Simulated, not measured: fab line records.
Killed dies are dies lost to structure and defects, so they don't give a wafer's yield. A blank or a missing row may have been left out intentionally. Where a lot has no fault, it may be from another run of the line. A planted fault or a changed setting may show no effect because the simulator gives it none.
What tool caused it? || flow sky130 || 45 wafers from 15 lots sampled at 4 of the route's 708 steps

## WHAT EACH GAUGE READ, for each wafer
SKY_LDD_P_OVL_MEAS_08. Usual: LDD_P_OVL gives -0.1 nm (standard deviation 1.3).
{"lot": "L833", "measured": "day 18 20:46", "on": "overlay-02", "LDD_P_OVL (nm)": "-2.1 -3.3 -2.0", "flag": ""}
{"lot": "L834", "measured": "day 19 02:25", "on": "overlay-02", "LDD_P_OVL (nm)": "-0.8 -0.8 -1.3", "flag": ""}
{"lot": "L835", "measured": "day 19 12:48", "on": "overlay-02", "LDD_P_OVL (nm)": "0.8 0.5 0.3", "flag": ""}
{"lot": "L841", "measured": "day 22 01:58", "on": "overlay-01", "LDD_P_OVL (nm)": "0.0 -1.5 -0.7", "flag": ""}
{"lot": "L842", "measured": "day 23 00:32", "on": "overlay-02", "LDD_P_OVL (nm)": "-0.1 -2.0 1.8", "flag": ""}
{"lot": "L844", "measured": "day 23 22:52", "on": "overlay-02", "LDD_P_OVL (nm)": "0.6 1.3 0.8", "flag": ""}
{"lot": "L843", "measured": "day 23 22:01", "on": "overlay-01", "LDD_P_OVL (nm)": "-0.4 -0.4 -1.5", "flag": ""}
{"lot": "L846", "measured": "day 24 03:37", "on": "overlay-02", "LDD_P_OVL (nm)": "-0.8 -2.5 -1.0", "flag": ""}
{"lot": "L848", "measured": "day 24 15:46", "on": "overlay-02", "LDD_P_OVL (nm)": "-0.3 -2.2 -0.1", "flag": ""}
{"lot": "L849", "measured": "day 24 19:32", "on": "overlay-01", "LDD_P_OVL (nm)": "0.7 -0.3 0.9", "flag": ""}
{"lot": "L851", "measured": "day 25 13:43", "on": "overlay-01", "LDD_P_OVL (nm)": "1.1 0.6 1.8", "flag": ""}
{"lot": "L850", "measured": "day 25 14:51", "on": "overlay-01", "LDD_P_OVL (nm)": "0.6 0.5 0.2", "flag": ""}
{"lot": "L852", "measured": "day 25 19:54", "on": "overlay-01", "LDD_P_OVL (nm)": "0.1 0.4 0.4", "flag": ""}
{"lot": "L855", "measured": "day 26 12:40", "on": "overlay-02", "LDD_P_OVL (nm)": "-0.7 0.8 -0.1", "flag": ""}
{"lot": "L856", "measured": "day 27 03:44", "on": "overlay-02", "LDD_P_OVL (nm)": "0.8 -0.1 -2.9", "flag": ""}

SKY_LDD_HVP_TW_MEAS_10. Usual: LDD_HVP_TW gives 458.4 (standard deviation 2.2).
{"lot": "L833", "measured": "day 21 10:11", "on": "film_metro-03", "LDD_HVP_TW": "457.4 457.6 457.4", "flag": ""}
{"lot": "L834", "measured": "day 21 15:15", "on": "film_metro-03", "LDD_HVP_TW": "456.8 461.1 456.7", "flag": ""}
{"lot": "L835", "measured": "day 22 03:11", "on": "film_metro-04", "LDD_HVP_TW": "461.9 460.6 462.8", "flag": ""}
{"lot": "L841", "measured": "day 24 14:34", "on": "film_metro-03", "LDD_HVP_TW": "458.6 457.2 459.9", "flag": ""}
{"lot": "L842", "measured": "day 25 12:41", "on": "film_metro-01", "LDD_HVP_TW": "456.2 456.5 457.2", "flag": ""}
{"lot": "L844", "measured": "day 26 09:25", "on": "film_metro-04", "LDD_HVP_TW": "458.3 454.8 457.2", "flag": ""}
{"lot": "L843", "measured": "day 26 09:11", "on": "film_metro-01", "LDD_HVP_TW": "455.7 455.3 457.4", "flag": ""}
{"lot": "L846", "measured": "day 26 15:08", "on": "film_metro-03", "LDD_HVP_TW": "463.8 461.2 460.6", "flag": ""}
{"lot": "L848", "measured": "day 27 02:46", "on": "film_metro-03", "LDD_HVP_TW": "459.3 459.6 456.4", "flag": ""}
{"lot": "L849", "measured": "day 27 06:29", "on": "film_metro-04", "LDD_HVP_TW": "458.1 461.0 459.7", "flag": ""}
{"lot": "L851", "measured": "day 27 23:16", "on": "film_metro-01", "LDD_HVP_TW": "458.5 459.2 458.4", "flag": ""}
{"lot": "L850", "measured": "day 28 00:18", "on": "film_metro-03", "LDD_HVP_TW": "460.8 461.2 463.1", "flag": ""}
{"lot": "L852", "measured": "day 28 05:01", "on": "film_metro-01", "LDD_HVP_TW": "458.4 459.9 458.9", "flag": ""}
{"lot": "L855", "measured": "day 28 21:47", "on": "film_metro-04", "LDD_HVP_TW": "460.1 459.7 459.8", "flag": ""}
{"lot": "L856", "measured": "day 29 13:37", "on": "film_metro-04", "LDD_HVP_TW": "456.7 456.7 455.6", "flag": ""}

SKY_SD_N_RS_MEAS_18: measures by four-point-probe. Usual: RES_XHIGH_RS gives 332.9 ohm/sq (standard deviation 1.1).
{"lot": "L833", "measured": "day 27 16:38", "on": "film_metro-03", "RES_XHIGH_RS (ohm/sq)": "332.6 333.7 332.4", "flag": ""}
{"lot": "L834", "measured": "day 27 22:32", "on": "film_metro-03", "RES_XHIGH_RS (ohm/sq)": "333.7 332.3 334.1", "flag": ""}
{"lot": "L835", "measured": "day 28 09:51", "on": "film_metro-02", "RES_XHIGH_RS (ohm/sq)": "331.5 332.7 334.0", "flag": ""}
{"lot": "L841", "measured": "day 30 14:40", "on": "film_metro-04", "RES_XHIGH_RS (ohm/sq)": "333.4 333.1 333.5", "flag": ""}
{"lot": "L842", "measured": "day 31 12:19", "on": "film_metro-02", "RES_XHIGH_RS (ohm/sq)": "331.4 331.6 332.2", "flag": ""}
{"lot": "L844", "measured": "day 32 09:16", "on": "film_metro-03", "RES_XHIGH_RS (ohm/sq)": "333.6 333.1 332.8", "flag": ""}
{"lot": "L843", "measured": "day 32 08:01", "on": "film_metro-03", "RES_XHIGH_RS (ohm/sq)": "333.4 334.0 332.4", "flag": ""}
{"lot": "L846", "measured": "day 32 14:03", "on": "film_metro-03", "RES_XHIGH_RS (ohm/sq)": "332.5 333.3 335.0", "flag": ""}
{"lot": "L848", "measured": "day 33 00:46", "on": "film_metro-02", "RES_XHIGH_RS (ohm/sq)": "333.4 333.1 333.6", "flag": ""}
{"lot": "L849", "measured": "day 33 02:21", "on": "film_metro-04", "RES_XHIGH_RS (ohm/sq)": "332.8 332.6 333.1", "flag": ""}
{"lot": "L851", "measured": "day 33 20:01", "on": "film_metro-04", "RES_XHIGH_RS (ohm/sq)": "333.5 332.1 332.5", "flag": ""}
{"lot": "L850", "measured": "day 33 21:14", "on": "film_metro-02", "RES_XHIGH_RS (ohm/sq)": "331.7 331.9 330.4", "flag": ""}
{"lot": "L852", "measured": "day 34 02:01", "on": "film_metro-02", "RES_XHIGH_RS (ohm/sq)": "331.3 332.7 332.4", "flag": ""}
{"lot": "L855", "measured": "day 34 17:58", "on": "film_metro-03", "RES_XHIGH_RS (ohm/sq)": "333.9 334.6 334.5", "flag": ""}
{"lot": "L856", "measured": "day 35 07:09", "on": "film_metro-04", "RES_XHIGH_RS (ohm/sq)": "334.4 334.8 334.9", "flag": ""}

## TOOL THAT RAN EACH LOT (tool first, then ch and the chambers of the sampled wafers, then the start)
{"lot": "L833", "SKY_VT_ADJUST_HVTP_IMPLANT_09": "implanter-01 ch 0, day 6 01:48"}
{"lot": "L834", "SKY_VT_ADJUST_HVTP_IMPLANT_09": "implanter-01 ch 0, day 6 04:52"}
{"lot": "L835", "SKY_VT_ADJUST_HVTP_IMPLANT_09": "implanter-03 ch 0, day 6 12:04"}
{"lot": "L841", "SKY_VT_ADJUST_HVTP_IMPLANT_09": "implanter-03 ch 0, day 8 05:55"}
{"lot": "L842", "SKY_VT_ADJUST_HVTP_IMPLANT_09": "implanter-03 ch 0, day 8 18:25"}
{"lot": "L844", "SKY_VT_ADJUST_HVTP_IMPLANT_09": "implanter-02 ch 0, day 9 11:58"}
{"lot": "L843", "SKY_VT_ADJUST_HVTP_IMPLANT_09": "implanter-03 ch 0, day 9 12:08"}
{"lot": "L846", "SKY_VT_ADJUST_HVTP_IMPLANT_09": "implanter-03 ch 0, day 9 14:56"}
{"lot": "L848", "SKY_VT_ADJUST_HVTP_IMPLANT_09": "implanter-01 ch 0, day 10 00:56"}
{"lot": "L849", "SKY_VT_ADJUST_HVTP_IMPLANT_09": "implanter-01 ch 0, day 10 07:13"}
{"lot": "L851", "SKY_VT_ADJUST_HVTP_IMPLANT_09": "implanter-02 ch 0, day 10 19:19"}
{"lot": "L850", "SKY_VT_ADJUST_HVTP_IMPLANT_09": "implanter-01 ch 0, day 10 20:34"}
{"lot": "L852", "SKY_VT_ADJUST_HVTP_IMPLANT_09": "implanter-02 ch 0, day 11 02:03"}
{"lot": "L855", "SKY_VT_ADJUST_HVTP_IMPLANT_09": "implanter-02 ch 0, day 11 17:19"}
{"lot": "L856", "SKY_VT_ADJUST_HVTP_IMPLANT_09": "implanter-02 ch 0, day 12 02:28"}
- SKY_VT_ADJUST_HVTP_IMPLANT_09

## WHAT THE TOOLS THEMSELVES READ (means of the sampled wafers that have a number; where no wafer has one, the mark that the record gives instead)
SKY_VT_ADJUST_HVTP_IMPLANT_09. Usual: 150.00 for beam_energy_keV, sd 0.047.
{"lot": "L833", "tool": "implanter-01", "beam_energy_keV": 149.96, "flag": ""}
{"lot": "L834", "tool": "implanter-01", "beam_energy_keV": 150.00, "flag": ""}
{"lot": "L835", "tool": "implanter-03", "beam_energy_keV": 149.95, "flag": ""}
{"lot": "L841", "tool": "implanter-03", "beam_energy_keV": 150.00, "flag": ""}
{"lot": "L842", "tool": "implanter-03", "beam_energy_keV": 140.97, "flag": "OFF"}
{"lot": "L844", "tool": "implanter-02", "beam_energy_keV": 149.98, "flag": ""}
{"lot": "L843", "tool": "implanter-03", "beam_energy_keV": 140.99, "flag": "OFF"}
{"lot": "L846", "tool": "implanter-03", "beam_energy_keV": 141.06, "flag": "OFF"}
{"lot": "L848", "tool": "implanter-01", "beam_energy_keV": 149.92, "flag": ""}
{"lot": "L849", "tool": "implanter-01", "beam_energy_keV": 149.96, "flag": ""}
{"lot": "L851", "tool": "implanter-02", "beam_energy_keV": 150.00, "flag": ""}
{"lot": "L850", "tool": "implanter-01", "beam_energy_keV": 150.02, "flag": ""}
{"lot": "L852", "tool": "implanter-02", "beam_energy_keV": 149.92, "flag": ""}
{"lot": "L855", "tool": "implanter-02", "beam_energy_keV": 149.97, "flag": ""}
{"lot": "L856", "tool": "implanter-02", "beam_energy_keV": 150.04, "flag": ""}

## THE ANSWER, worked out from the rows above alone
Rule: a lot counts as off when the mean over its wafers that have a number is more than 3 standard deviations away from the usual mean. A lot without any number at a reading at which 4 lots or more have one is off too. All remaining lots with rows at the step are treated as sound. Order of review: gauges by route order, followed by the tools' own readings, for which a lot's mean as printed above is used. At the first step where some lot is off, the reading lying furthest off is the one used; lots without a number count as furthest.
Off: L842, L843, L846 (SKY_VT_ADJUST_HVTP_IMPLANT_09, beam_energy_keV).
A tool fits if, at that step or a process step before it, it ran every lot that is off, and no sound lot after the first of them. One candidate fits, namely implanter-03 at SKY_VT_ADJUST_HVTP_IMPLANT_09. A fault onset in the window from L841 (day 8 05:55, its last sound lot) to L842 (day 8 18:25, its first lot off) fits.
On the lots that are off, the tool's own readings at SKY_VT_ADJUST_HVTP_IMPLANT_09 differ by more than 5 times the standard deviation of the sound lots' means, which bears it out; beam_energy_keV reads 141.01 there versus 149.98 on the sound lots.

## WHAT HAD BEEN PUT IN BY THE SIMULATOR
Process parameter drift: implanter-03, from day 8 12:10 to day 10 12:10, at SKY_VT_ADJUST_HVTP_IMPLANT_09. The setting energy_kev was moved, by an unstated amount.
Struck lots among those shown: L842, L843, L846. The rule above reached the same finding.
